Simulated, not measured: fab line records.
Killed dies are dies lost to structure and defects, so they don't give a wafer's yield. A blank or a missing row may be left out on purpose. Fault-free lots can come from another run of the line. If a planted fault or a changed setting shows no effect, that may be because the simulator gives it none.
fab line records + flow sky130
[record]
- lots = 5
- wafers = 15
- last_day = 50
route steps=708 shown METAL3@561 VIA3@573 PAD_OPEN@708
lots that met no fault: from a run of the same line without faults
start_h: the number of hours between the record's first day and the start of the first shown wafer of the lot + wait_h: hours from the lot's prior step to this one + " unchanged from the row above + L1.1+2: a row that stands for several wafers + - either no value or no given start + * or withheld: withheld + < > ~ a bound
route shown NAME@n: names a module that has steps shown in the file, with the first one's number in the route + usual: mean/standard deviation taken from wafers without a fault + same: alike in all rows + chamber/n: place in a boat + sites: the reading at each site + _std_site: their standard deviation + _edge_site: the outer-site mean with the inner-site mean subtracted + radius_mm: for every site, how far away it sits from the centre of the wafer + mask NAME#n: copy n + behind: tool/chamber where the wafer was last shaped + hold: why the lot went on hold/how many hours it stayed there/how the hold came to an end + device: the n, p or np transistor that did not switch + end of line: the route-end tests of the same wafers + a step without rows: its recipe alone + killed: dies lost to structure and defects at the first sort, not the wafer's yield + map: shows each die of a wafer: x if killed, . if not, _ if none is there
set.NAME: the setting the step ran with; set.NAME@STEP: the setting that earlier step ran with + model.NAME: the simulator's own value behind a step, which no gauge read
lots at some steps of the route; a table a step, a row a wafer
services: when a tool's chamber went out of use (start_h, in hours from the record's first day, below 0 if earlier), for how many hours, and the reason
[[steps]]
[step SKY_METAL3_PEB_11]
[recipe]
- peb_temp_c = withheld
- peb_time_s = withheld
- resist = KrF-thick
[step SKY_METAL3_DEVELOP_12]
[recipe]
- develop_time_s = 60
- resist = KrF-thick
- dev_temp_c = 21
[step SKY_METAL3_CD_MEAS_13]
[recipe]
- target_cd_nm = 300
[usual]
- cd_nm = 299.8/1.6
| lot.wafer | tool      | chamber | start_h | wait_h | cd_nm |
|-----------|-----------|---------|---------|--------|-------|
| L904.2    | cd_sem-01 | -       | 899.86  | -      | 299.4 |
| L904.3    | "         | -       | "       | "      | 300.3 |
| L904.4    | "         | -       | "       | "      | 299.9 |
| L911.3    | cd_sem-02 | -       | 958.03  | -      | 299.1 |
| L911.5    | "         | -       | "       | "      | 297.1 |
| L911.6    | "         | -       | "       | "      | 298.8 |
| L922.1    | cd_sem-02 | -       | 1022.46 | -      | 301.0 |
| L922.3    | "         | -       | "       | "      | 301.6 |
| L922.5    | "         | -       | "       | "      | 300.8 |
| L923.1    | cd_sem-01 | -       | 1034.51 | -      | 301.3 |
| L923.3    | "         | -       | "       | "      | 300.1 |
| L923.5    | "         | -       | "       | "      | 301.5 |
| L927.3    | cd_sem-01 | -       | 1048.12 | -      | 304.1 |
| L927.4    | "         | -       | "       | "      | 302.7 |
| L927.5    | "         | -       | "       | "      | 302.2 |
[step SKY_METAL3_OVL_MEAS_14]
[usual]
- METAL3_OVL = 1/5.4
| lot.wafer | tool       | chamber | start_h | wait_h | METAL3_OVL[nm] |
|-----------|------------|---------|---------|--------|----------------|
| L904.2    | overlay-01 | -       | 899.97  | 0.1    | -2             |
| L904.3    | "          | -       | "       | "      | -9             |
| L904.4    | "          | -       | "       | "      | 4              |
| L911.3    | overlay-02 | -       | 958.12  | 0.1    | -1             |
| L911.5    | "          | -       | "       | "      | 2              |
| L911.6    | "          | -       | "       | "      | 7              |
| L922.1    | overlay-01 | -       | 1022.58 | 0.1    | 11             |
| L922.3    | "          | -       | "       | "      | 7              |
| L922.5    | "          | -       | "       | "      | -2             |
| L923.1    | overlay-02 | -       | 1034.63 | 0.1    | 9              |
| L923.3    | "          | -       | "       | "      | 1              |
| L923.5    | "          | -       | "       | "      | 5              |
| L927.3    | overlay-02 | -       | 1048.21 | 0.1    | 0              |
| L927.4    | "          | -       | "       | "      | -1             |
| L927.5    | "          | -       | "       | "      | 4              |
[step SKY_METAL3_DESCUM_15]
[recipe]
- chemistry = O2
- source_power_w = 150
- bias_power_w = 0
- pressure_mtorr = 10
- temp_c = 40
- time_s = 8
[usual]
- drypump_motor_current_A = 6.0/0.46
- oes_product_au = 0.999/0.0076
| lot.wafer | tool         | chamber | start_h | wait_h | drypump_motor_current_A | oes_product_au | rf_hours_counter_h |
|-----------|--------------|---------|---------|--------|-------------------------|----------------|--------------------|
| L904.2    | rie_metal-01 | 0       | 900.00  | 0.0    | 4.9                     | 0.994          | 8                  |
| L904.3    | "            | 1       | "       | "      | 5.7                     | 0.992          | -                  |
| L904.4    | "            | 0       | "       | "      | 4.9                     | 0.992          | -                  |
| L911.3    | rie_metal-03 | 0       | 958.16  | 0.0    | 5.7                     | 1.005          | -                  |
| L911.5    | "            | 1       | "       | "      | 6.2                     | 0.992          | -                  |
| L911.6    | "            | 0       | "       | "      | 5.7                     | 0.991          | -                  |
| L922.1    | rie_metal-04 | 0       | 1022.61 | 0.0    | 6.5                     | 1.008          | 6                  |
| L922.3    | "            | 0       | "       | "      | 6.5                     | 1.009          | -                  |
| L922.5    | "            | 1       | "       | "      | 6.0                     | 0.997          | -                  |
| L923.1    | rie_metal-01 | 0       | 1034.66 | 0.0    | 4.9                     | 0.989          | 16                 |
| L923.3    | "            | 1       | "       | "      | 5.7                     | 1.011          | -                  |
| L923.5    | "            | 1       | "       | "      | 5.7                     | 1.002          | -                  |
| L927.3    | rie_metal-04 | 1       | 1048.24 | 0.0    | 6.0                     | 0.998          | -                  |
| L927.4    | "            | 0       | "       | "      | 6.5                     | 1.003          | -                  |
| L927.5    | "            | 0       | "       | "      | 6.5                     | 1.002          | -                  |
[step SKY_METAL3_ETCH_16]
[recipe]
- chemistry = N2/H2
- target = BARC
- ion_energy_ev = 200
- bias_w = 100
- pressure_mtorr = 30
- n2_flow_sccm = 100
- h2_flow_sccm = 200
- icp_w = 500
- stop_on = SiO2
- time_s = 88.2
- target_depth_a = 600
[usual]
- drypump_motor_current_A = 6.0/0.46
- oes_product_au = 0.625/0.0042
- throttle_valve_pct = 13.204/0.0082
| lot.wafer | tool         | chamber | start_h | wait_h | drypump_motor_current_A | oes_product_au | rf_hours_counter_h | throttle_valve_pct |
|-----------|--------------|---------|---------|--------|-------------------------|----------------|--------------------|--------------------|
| L904.2    | rie_metal-01 | 0       | 900.03  | 0.0    | 4.9                     | 0.624          | 8                  | 13.200             |
| L904.3    | "            | 1       | "       | "      | 5.8                     | 0.617          | -                  | 13.208             |
| L904.4    | "            | 0       | "       | "      | 4.9                     | 0.624          | -                  | 13.214             |
| L911.3    | rie_metal-03 | 0       | 958.21  | 0.0    | 5.7                     | 0.623          | -                  | 13.196             |
| L911.5    | "            | 1       | "       | "      | 6.2                     | 0.621          | -                  | 13.208             |
| L911.6    | "            | 0       | "       | "      | 5.8                     | 0.622          | -                  | 13.208             |
| L922.1    | rie_metal-04 | 0       | 1022.64 | 0.0    | 6.5                     | 0.630          | 6                  | 13.204             |
| L922.3    | "            | 0       | "       | "      | 6.5                     | 0.628          | -                  | 13.195             |
| L922.5    | "            | 1       | "       | "      | 6.0                     | 0.628          | -                  | 13.200             |
| L923.1    | rie_metal-01 | 0       | 1034.69 | 0.0    | 4.9                     | 0.621          | 16                 | 13.209             |
| L923.3    | "            | 1       | "       | "      | 5.7                     | 0.626          | -                  | 13.209             |
| L923.5    | "            | 1       | "       | "      | 5.8                     | 0.625          | -                  | 13.205             |
| L927.3    | rie_metal-04 | 1       | 1048.30 | 0.0    | 6.0                     | 0.624          | -                  | 13.217             |
| L927.4    | "            | 0       | "       | "      | 6.5                     | 0.622          | -                  | 13.211             |
| L927.5    | "            | 0       | "       | "      | 6.5                     | 0.626          | -                  | 13.191             |
[step SKY_METAL3_ETCH_17]
[recipe]
- target = SiO2
- stop_on = TiN
- chemistry = C4F8/O2/Ar
- source_w = 1500
- bias_w = 1200
- pressure_mtorr = 40
- c4f8_flow_sccm = withheld
- O2_flow_sccm = 6
- Ar_flow_sccm = 300
- time_s = 3.9
- target_depth_a = 150
[usual]
- oes_product_au = 0.753/0.0066
| lot.wafer | tool        | chamber | start_h | wait_h | oes_product_au |
|-----------|-------------|---------|---------|--------|----------------|
| L904.2    | rie_diel-02 | 0       | 900.13  | 0.1    | 0.746          |
| L904.3    | "           | 2       | "       | "      | 0.740          |
| L904.4    | "           | 1       | "       | "      | 0.760          |
| L911.3    | rie_diel-01 | 1       | 958.28  | 0.0    | 0.747          |
| L911.5    | "           | 1       | "       | "      | 0.748          |
| L911.6    | "           | 0       | "       | "      | 0.747          |
| L922.1    | rie_diel-04 | 2       | 1022.74 | 0.1    | 0.747          |
| L922.3    | "           | 1       | "       | "      | 0.744          |
| L922.5    | "           | 1       | "       | "      | 0.752          |
| L923.1    | rie_diel-02 | 1       | 1034.79 | 0.1    | 0.743          |
| L923.3    | "           | 3       | "       | "      | 0.743          |
| L923.5    | "           | 0       | "       | "      | 0.756          |
| L927.3    | rie_diel-02 | 3       | 1048.36 | 0.0    | 0.749          |
| L927.4    | "           | 0       | "       | "      | 0.759          |
| L927.5    | "           | 3       | "       | "      | 0.750          |
[step SKY_METAL3_METAL_ETCH_18]
[recipe]
- target_depth_a = 8450
- stop_on = SiO2
- over_etch_frac = 0.3
- time_s = 183.1
- chemistry = Cl2/BCl3
- resist_sidewall_deg = 88
- pressure_mtorr = 10
- icp_w = 900
- bias_w = 48.5
- Cl2_flow_sccm = 60
- bcl3_flow_sccm = 30
[usual]
- drypump_motor_current_A = 5.7/0.52
- oes_product_au = 0.865/0.0057
- throttle_valve_pct = 22.264/0.0088
| lot.wafer | tool         | chamber | start_h | wait_h | drypump_motor_current_A | oes_product_au | rf_hours_counter_h | throttle_valve_pct |
|-----------|--------------|---------|---------|--------|-------------------------|----------------|--------------------|--------------------|
| L904.2    | rie_metal-04 | 1       | 900.14  | 0.0    | 6.0                     | 0.869          | 8                  | 22.270             |
| L904.3    | "            | 0       | "       | "      | 6.5                     | 0.873          | -                  | 22.265             |
| L904.4    | "            | 1       | "       | "      | 6.0                     | 0.853          | -                  | 22.258             |
| L911.3    | rie_metal-01 | 0       | 958.35  | 0.1    | 4.9                     | 0.874          | -                  | 22.263             |
| L911.5    | "            | 1       | "       | "      | 5.7                     | 0.871          | -                  | 22.263             |
| L911.6    | "            | 0       | "       | "      | 4.9                     | 0.865          | -                  | 22.249             |
| L922.1    | rie_metal-01 | 0       | 1022.76 | 0.0    | 4.9                     | 0.873          | 15                 | 22.271             |
| L922.3    | "            | 0       | "       | "      | 4.9                     | 0.863          | -                  | 22.271             |
| L922.5    | "            | 0       | "       | "      | 4.9                     | 0.873          | -                  | 22.257             |
| L923.1    | rie_metal-04 | 1       | 1034.81 | 0.0    | 6.0                     | 0.861          | 14                 | 22.255             |
| L923.3    | "            | 1       | "       | "      | 6.0                     | 0.870          | -                  | 22.265             |
| L923.5    | "            | 0       | "       | "      | 6.5                     | 0.859          | -                  | 22.262             |
| L927.3    | rie_metal-01 | 1       | 1048.44 | 0.1    | 5.7                     | 0.872          | -                  | 22.249             |
| L927.4    | "            | 0       | "       | "      | 4.9                     | 0.865          | -                  | 22.254             |
| L927.5    | "            | 0       | "       | "      | 4.9                     | 0.871          | -                  | 22.263             |
[step SKY_METAL3_STRIP_19]
[recipe]
- chemistry = O2/N2
- power_w = 1400
- pressure_mtorr = 1500
- platen_temp_c = withheld
- o2_flow_sccm = 3000
- n2_flow_sccm = 300
- overash_fraction = 0.5
[usual]
- drypump_motor_current_A = 5.4/0.51
- oes_product_au = 0.505/0.0048
- strip_time_to_endpoint_s = 6.59/0.058
| lot.wafer | tool            | chamber | start_h | wait_h | drypump_motor_current_A | oes_product_au | rf_hours_counter_h | strip_time_to_endpoint_s |
|-----------|-----------------|---------|---------|--------|-------------------------|----------------|--------------------|--------------------------|
| L904.2    | plasma_asher-01 | 1       | 900.32  | 0.1    | 5.7                     | 0.498          | 16                 | 6.57                     |
| L904.3    | "               | 0       | "       | "      | 5.8                     | 0.510          | -                  | 6.65                     |
| L904.4    | "               | 1       | "       | "      | 5.7                     | 0.502          | -                  | 6.55                     |
| L911.3    | plasma_asher-01 | 1       | 958.51  | 0.1    | 5.7                     | 0.506          | -                  | 6.60                     |
| L911.5    | "               | 0       | "       | "      | 5.8                     | 0.506          | -                  | 6.58                     |
| L911.6    | "               | 1       | "       | "      | 5.7                     | 0.518          | -                  | 6.65                     |
| L922.1    | plasma_asher-02 | 0       | 1022.94 | 0.1    | 4.9                     | 0.508          | 115                | 6.62                     |
| L922.3    | "               | 1       | "       | "      | 4.8                     | 0.503          | -                  | 6.58                     |
| L922.5    | "               | 1       | "       | "      | 4.8                     | 0.505          | -                  | 6.53                     |
| L923.1    | plasma_asher-01 | 0       | 1034.99 | 0.1    | 5.9                     | 0.496          | 29                 | 6.48                     |
| L923.3    | "               | 0       | "       | "      | 5.8                     | 0.508          | -                  | 6.52                     |
| L923.5    | "               | 0       | "       | "      | 5.9                     | 0.504          | -                  | 6.54                     |
| L927.3    | plasma_asher-02 | 1       | 1048.59 | 0.1    | 4.8                     | 0.493          | -                  | 6.42                     |
| L927.4    | "               | 0       | "       | "      | 4.8                     | 0.504          | -                  | 6.57                     |
| L927.5    | "               | 0       | "       | "      | 4.8                     | 0.497          | -                  | 6.54                     |
[step SKY_METAL3_STRIP_20]
[recipe]
- chemistry = post_etch_residue_remover
- time_s = 1200
- temp_c = 72.5
[step SKY_METAL3_CLEAN_21]
[recipe]
- chemistry = IPA
- time_s = 180
- temp_c = 25
[step SKY_METAL3_CLEAN_22]
[recipe]
- chemistry = O3/DIW
- dry = n2_spin
[step SKY_VIA3_HDPCVD_00]
[recipe]
- material = SiO2
- target_thk_nm = 1635
- sigma_open_frac = 0.3
- time_s = 272.5
- temp_c = 400
- sih4_flow_sccm = 60
- pressure_mtorr = 6
[usual]
- pressure_mtorr = 6.001/0.012
- susceptor_temp_C = 399.98/0.21
| lot.wafer | tool      | chamber | start_h | wait_h | pressure_mtorr | susceptor_temp_C | model.SiO2_of_VIA3_HDPCVD_00.thk_nm |
|-----------|-----------|---------|---------|--------|----------------|------------------|-------------------------------------|
| L904.2    | hdpcvd-01 | 1       | 900.95  | 0.0    | 5.972          | 399.88           | 1640                                |
| L904.3    | "         | 0       | "       | "      | 5.990          | 399.96           | 1633                                |
| L904.4    | "         | 1       | "       | "      | 6.013          | 400.12           | 1613                                |
| L911.3    | hdpcvd-02 | 2       | 959.10  | 0.0    | 6.000          | 399.82           | 1627                                |
| L911.5    | "         | 0       | "       | "      | 6.026          | 400.02           | 1107                                |
| L911.6    | "         | 1       | "       | "      | 6.000          | 400.08           | 1117                                |
| L922.1    | hdpcvd-02 | 1       | 1023.89 | 0.0    | 6.007          | 399.94           | 1615                                |
| L922.3    | "         | 2       | "       | "      | 5.994          | 400.05           | 1622                                |
| L922.5    | "         | 1       | "       | "      | 6.012          | 399.52           | 1628                                |
| L923.1    | hdpcvd-01 | 2       | 1035.63 | 0.0    | 5.988          | 400.20           | 1623                                |
| L923.3    | "         | 1       | "       | "      | 6.013          | 399.99           | 1629                                |
| L923.5    | "         | 1       | "       | "      | 6.000          | 399.85           | 1615                                |
| L927.3    | hdpcvd-01 | 2       | 1049.19 | 0.0    | 6.010          | 399.94           | 1644                                |
| L927.4    | "         | 0       | "       | "      | 6.008          | 399.39           | 1645                                |
| L927.5    | "         | 1       | "       | "      | 5.992          | 400.18           | 1621                                |
[step SKY_VIA3_THK_MEAS_01]
[recipe]
- reads = SiO2_of_VIA3_HDPCVD_00
[usual]
- VIA3_HDPCVD_THK = 1629/15
| lot.wafer | tool          | chamber | start_h | wait_h | VIA3_HDPCVD_THK[nm] |
|-----------|---------------|---------|---------|--------|---------------------|
| L904.2    | film_metro-03 | -       | 901.13  | 0.1    | 1641                |
| L904.3    | "             | -       | "       | "      | 1633                |
| L904.4    | "             | -       | "       | "      | 1613                |
| L911.3    | film_metro-03 | -       | 959.29  | 0.1    | 1628                |
| L911.5    | "             | -       | "       | "      | 1107                |
| L911.6    | "             | -       | "       | "      | 1118                |
| L922.1    | film_metro-03 | -       | 1024.06 | 0.1    | 1615                |
| L922.3    | "             | -       | "       | "      | 1622                |
| L922.5    | "             | -       | "       | "      | 1628                |
| L923.1    | film_metro-03 | -       | 1035.79 | 0.1    | 1622                |
| L923.3    | "             | -       | "       | "      | 1629                |
| L923.5    | "             | -       | "       | "      | 1615                |
| L927.3    | film_metro-02 | -       | 1049.38 | 0.1    | 1645                |
| L927.4    | "             | -       | "       | "      | 1646                |
| L927.5    | "             | -       | "       | "      | 1620                |
[step SKY_VIA3_CMP_02]
[recipe]
- material = SiO2
- down_force_psi = 4
- platen_rpm = 60
- pad_velocity_m_s = 0.94248
[step SKY_PAD_OPEN_PROBE_99]
[usual]
- defect_limited_yield = 82.4/1.9
- killed_at_M0_to_M3 = 43/7.5
- killed_at_M4_up = 3.3/1.9
- killed_at_contacts = 24/4.6
- killed_at_front_end = 16/4.9
- killed_at_other = 0.2/0.46
- killed_dies = 87/9.1
- killed_open = 47/7.4
- killed_short = 39/6.6
[same]
- gross_dies = 492
- killed_at_back_side = 0
| lot.wafer | tool      | chamber | start_h | wait_h | defect_limited_yield[%] | killed_at_M0_to_M3 | killed_at_M4_up | killed_at_contacts | killed_at_front_end | killed_at_other | killed_dies | killed_open | killed_short | model.etest.tester.sort_n_pass | model.etest.tester.sort_yield_pct | model.etest.tester.sort_bin_3_pct | model.etest.met4_comb.leak_log10_a_um | model.etest.tester.sort_bin_8_pct |
|-----------|-----------|---------|---------|--------|-------------------------|--------------------|-----------------|--------------------|---------------------|-----------------|-------------|-------------|--------------|--------------------------------|-----------------------------------|-----------------------------------|---------------------------------------|-----------------------------------|
| L904.2    | prober-01 | -       | 1074.15 | 0.1    | 82.1                    | 47                 | 3               | 23                 | 15                  | 0               | 88          | 43          | 45           | 404                            | 82.11                             | 1.016                             | -12.02                                | 0                                 |
| L904.3    | prober-01 | -       | 1074.20 | 0.2    | 80.9                    | 42                 | 4               | 35                 | 13                  | 0               | 94          | 56          | 38           | 398                            | 80.89                             | 0.813                             | -12.19                                | 0                                 |
| L904.4    | prober-01 | -       | 1074.25 | 0.2    | 80.5                    | 51                 | 4               | 24                 | 17                  | 0               | 96          | 51          | 45           | 396                            | 80.49                             | 1.016                             | -11.88                                | 0                                 |
| L911.3    | prober-01 | -       | 1121.15 | 0.2    | 79.5                    | 43                 | 4               | 27                 | 27                  | 0               | 101         | 34          | 65           | 391                            | 79.47                             | 2.033                             | -12.11                                | 0                                 |
| L911.5    | prober-01 | -       | 1121.25 | 0.2    | 80.9                    | 45                 | 4               | 26                 | 18                  | 1               | 94          | 40          | 53           | 233                            | 47.36                             | 34.76                             | -6.973                                | 1.771e-06                         |
| L911.6    | prober-01 | -       | 1121.30 | 0.2    | 81.1                    | 58                 | 0               | 17                 | 17                  | 1               | 93          | 58          | 35           | 249                            | 50.61                             | 31.3                              | -7.105                                | 3.878e-05                         |
| L922.1    | prober-02 | -       | 1173.96 | 0.1    | 83.3                    | 36                 | 6               | 22                 | 18                  | 0               | 82          | 38          | 41           | 410                            | 83.33                             | 0.813                             | -12.04                                | 0                                 |
| L922.3    | prober-02 | -       | 1174.06 | 0.2    | 86.8                    | 32                 | 5               | 16                 | 12                  | 0               | 65          | 38          | 25           | 427                            | 86.79                             | 0.4065                            | -12                                   | 0                                 |
| L922.5    | prober-02 | -       | 1174.16 | 0.2    | 84.3                    | 35                 | 7               | 18                 | 17                  | 0               | 77          | 39          | 38           | 415                            | 84.35                             | 1.016                             | -11.99                                | 0                                 |
| L923.1    | prober-01 | -       | 1181.30 | 0.1    | 81.7                    | 49                 | 3               | 28                 | 10                  | 0               | 90          | 56          | 34           | 402                            | 81.71                             | 0.2033                            | -12.01                                | 0                                 |
| L923.3    | prober-01 | -       | 1181.40 | 0.2    | 83.9                    | 37                 | 4               | 24                 | 14                  | 0               | 79          | 46          | 33           | 413                            | 83.94                             | 0.4065                            | -11.87                                | 0                                 |
| L923.5    | prober-01 | -       | 1181.50 | 0.2    | 82.3                    | 48                 | 5               | 18                 | 16                  | 0               | 87          | 48          | 38           | 405                            | 82.32                             | 0.6098                            | -12.12                                | 0                                 |
| L927.3    | prober-01 | -       | 1190.40 | 0.2    | 85.6                    | 29                 | 2               | 25                 | 15                  | 0               | 71          | 32          | 39           | 421                            | 85.57                             | 1.423                             | -12.04                                | 0                                 |
| L927.4    | prober-01 | -       | 1190.45 | 0.2    | 82.7                    | 36                 | 1               | 33                 | 15                  | 0               | 85          | 47          | 38           | 407                            | 82.72                             | 0.4065                            | -12.12                                | 0                                 |
| L927.5    | prober-01 | -       | 1190.50 | 0.2    | 82.7                    | 37                 | 7               | 28                 | 13                  | 0               | 85          | 40          | 44           | 407                            | 82.72                             | 1.626                             | -11.86                                | 0                                 |
// killed by level:class
L904.2 VIA1:geometric_particle:open=12 METAL1:geometric_particle:short=9 VIA1:geometric_particle:short=7 LI_CONTACT:geometric_particle:open=6 POLY_GATE:geometric_particle:open=5 LOCAL_INTERCONNECT:geometric_particle:short=5 CONTACT:geometric_particle:short=5 FIELD_ISO:geometric_particle:short=4
L904.3 CONTACT:geometric_particle:open=11 VIA1:geometric_particle:open=10 LI_CONTACT:geometric_particle:open=8 VIA2:geometric_particle:open=8 LI_CONTACT:geometric_particle:short=5 CONTACT:geometric_particle:short=5 VIA1:geometric_particle:short=5 VIA3:geometric_particle:open=5
L904.4 LI_CONTACT:geometric_particle:open=10 VIA2:geometric_particle:open=8 VIA1:geometric_particle:short=8 VIA1:geometric_particle:open=8 CONTACT:geometric_particle:open=7 VIA3:geometric_particle:short=6 VIA3:geometric_particle:open=5 FIELD_ISO:geometric_particle:short=4
L911.3 METAL1:geometric_particle:short=12 FIELD_ISO:geometric_particle:open=10 METAL2:geometric_particle:short=10 FIELD_ISO:geometric_particle:short=8 CONTACT:geometric_particle:short=8 LI_CONTACT:geometric_particle:short=7 CONTACT:geometric_particle:open=7 LOCAL_INTERCONNECT:geometric_particle:short=5
L911.5 METAL2:geometric_particle:short=10 VIA1:geometric_particle:short=8 METAL1:geometric_particle:short=8 LI_CONTACT:geometric_particle:open=7 CONTACT:geometric_particle:open=7 VIA1:geometric_particle:open=6 FIELD_ISO:geometric_particle:open=5 LOCAL_INTERCONNECT:geometric_particle:short=4
L911.6 VIA1:geometric_particle:open=17 VIA3:geometric_particle:open=11 LI_CONTACT:geometric_particle:open=5 CONTACT:geometric_particle:open=5 VIA1:geometric_particle:short=5 FIELD_ISO:geometric_particle:open=4 POLY_GATE:geometric_particle:short=4 METAL1:geometric_particle:open=4
L922.1 POLY_GATE:geometric_particle:short=8 CONTACT:geometric_particle:open=8 VIA1:geometric_particle:open=6 LI_CONTACT:geometric_particle:open=6 METAL2:geometric_particle:short=5 VIA3:geometric_particle:open=5 METAL4:geometric_particle:short=5 VIA2:geometric_particle:short=4
L922.3 CONTACT:geometric_particle:open=9 VIA2:geometric_particle:open=5 LI_CONTACT:geometric_particle:open=5 VIA1:geometric_particle:open=5 VIA3:geometric_particle:open=5 METAL4:geometric_particle:short=5 VIA3:geometric_particle:short=4 FIELD_ISO:geometric_particle:open=3
L922.5 VIA1:geometric_particle:open=7 LI_CONTACT:geometric_particle:open=7 VIA3:geometric_particle:open=7 METAL4:geometric_particle:short=6 FIELD_ISO:geometric_particle:short=5 POLY_GATE:geometric_particle:short=5 CONTACT:geometric_particle:short=4 VIA2:geometric_particle:open=4
L923.1 VIA1:geometric_particle:open=17 LI_CONTACT:geometric_particle:open=10 VIA2:geometric_particle:open=9 CONTACT:geometric_particle:open=7 METAL3:geometric_particle:short=6 LOCAL_INTERCONNECT:geometric_particle:short=5 VIA1:geometric_particle:short=5 VIA3:geometric_particle:open=5
L923.3 VIA2:geometric_particle:open=9 CONTACT:geometric_particle:open=8 VIA1:geometric_particle:open=7 LI_CONTACT:geometric_particle:open=6 CONTACT:geometric_particle:short=6 VIA3:geometric_particle:open=5 POLY_GATE:geometric_particle:open=4 LI_CONTACT:geometric_particle:short=4
L923.5 VIA1:geometric_particle:open=14 CONTACT:geometric_particle:open=8 FIELD_ISO:geometric_particle:open=6 VIA2:geometric_particle:short=6 VIA2:geometric_particle:open=6 LI_CONTACT:geometric_particle:open=5 FIELD_ISO:geometric_particle:short=4 METAL1:geometric_particle:short=4
L927.3 CONTACT:geometric_particle:open=11 FIELD_ISO:geometric_particle:short=7 VIA1:geometric_particle:open=6 LI_CONTACT:geometric_particle:open=5 CONTACT:geometric_particle:short=5 VIA1:geometric_particle:short=4 LOCAL_INTERCONNECT:geometric_particle:short=4 METAL1:geometric_particle:short=4
L927.4 CONTACT:geometric_particle:open=11 VIA1:geometric_particle:open=11 FIELD_ISO:geometric_particle:open=7 LI_CONTACT:geometric_particle:open=7 LOCAL_INTERCONNECT:geometric_particle:short=5 CONTACT:geometric_particle:short=5 VIA2:geometric_particle:short=5 VIA1:geometric_particle:short=4
L927.5 CONTACT:geometric_particle:open=9 METAL1:geometric_particle:short=7 VIA1:geometric_particle:open=6 METAL4:geometric_particle:short=6 LI_CONTACT:geometric_particle:open=5 LOCAL_INTERCONNECT:geometric_particle:short=5 CONTACT:geometric_particle:short=5 VIA3:geometric_particle:open=5
[[services]]
| tool            | chamber | start_h | hours | kind       |
|-----------------|---------|---------|-------|------------|
| rie_metal-01    | 0       | 877.50  | 3.4   | repair     |
| rie_diel-04     | 2       | 882.00  | 5.9   | repair     |
| rie_metal-01    | -       | 883.99  | 6.0   | repair     |
| rie_metal-04    | 0       | 893.01  | 4.3   | repair     |
| rie_diel-02     | 1       | 908.29  | 15.2  | repair     |
| rie_diel-01     | -       | 911.94  | 0.7   | repair     |
| rie_diel-01     | 2       | 917.34  | 16.8  | repair     |
| hdpcvd-01       | 2       | 919.96  | 15.2  | repair     |
| rie_metal-04    | -       | 928.31  | 0.4   | repair     |
| hdpcvd-02       | -       | 931.67  | 0.5   | repair     |
| hdpcvd-01       | -       | 950.25  | 15.0  | pm         |
| hdpcvd-01       | 0       | 950.25  | 15.0  | vent_cycle |
| rie_metal-04    | 1       | 953.63  | 8.5   | repair     |
| rie_diel-01     | 3       | 957.04  | 31.2  | repair     |
| plasma_asher-01 | -       | 964.92  | 2.0   | repair     |
| rie_diel-04     | 3       | 976.97  | 8.4   | repair     |
| hdpcvd-02       | -       | 994.23  | 1.6   | repair     |
| rie_metal-04    | -       | 1006.17 | 2.8   | pm         |
| rie_diel-01     | 3       | 1018.43 | 3.9   | repair     |
| hdpcvd-01       | 0       | 1018.45 | 5.3   | repair     |
| plasma_asher-01 | -       | 1018.81 | 2.8   | pm         |
| hdpcvd-01       | -       | 1034.21 | 1.4   | repair     |
| rie_metal-03    | -       | 1038.52 | 28.1  | pm         |
| plasma_asher-02 | -       | 1046.27 | 2.1   | repair     |
[[key]]
[first_sign]
- step = SKY_VIA3_THK_MEAS_01
- reading = VIA3_HDPCVD_THK
- direction = down
- sigmas = 34
- usual = 1629
- struck = 1112
effect none on later readings
[model_effect]
- step = SKY_VIA3_HDPCVD_00
- value = SiO2_of_VIA3_HDPCVD_00.thk_nm
- without = 1633
- struck = 1112
[model_effect]
- step = SKY_PAD_OPEN_PROBE_99
- value = etest.tester.sort_n_pass
- without = 398.5
- struck = 241
met_at SKY_VIA3_HDPCVD_00
struck_wafers L911.5,L911.6
[fault]
- kind = process_parameter_drift
- tool = hdpcvd-02
- chamber = -
- onset_h = 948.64
- steps = SKY_VIA3_HDPCVD_00
- channel = target_thk_nm
- offset = -520.48
- shape = step
- end_h = 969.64
- scope = struck_wafers_only
- acts_in = these_recipes_only
- stated = 1635
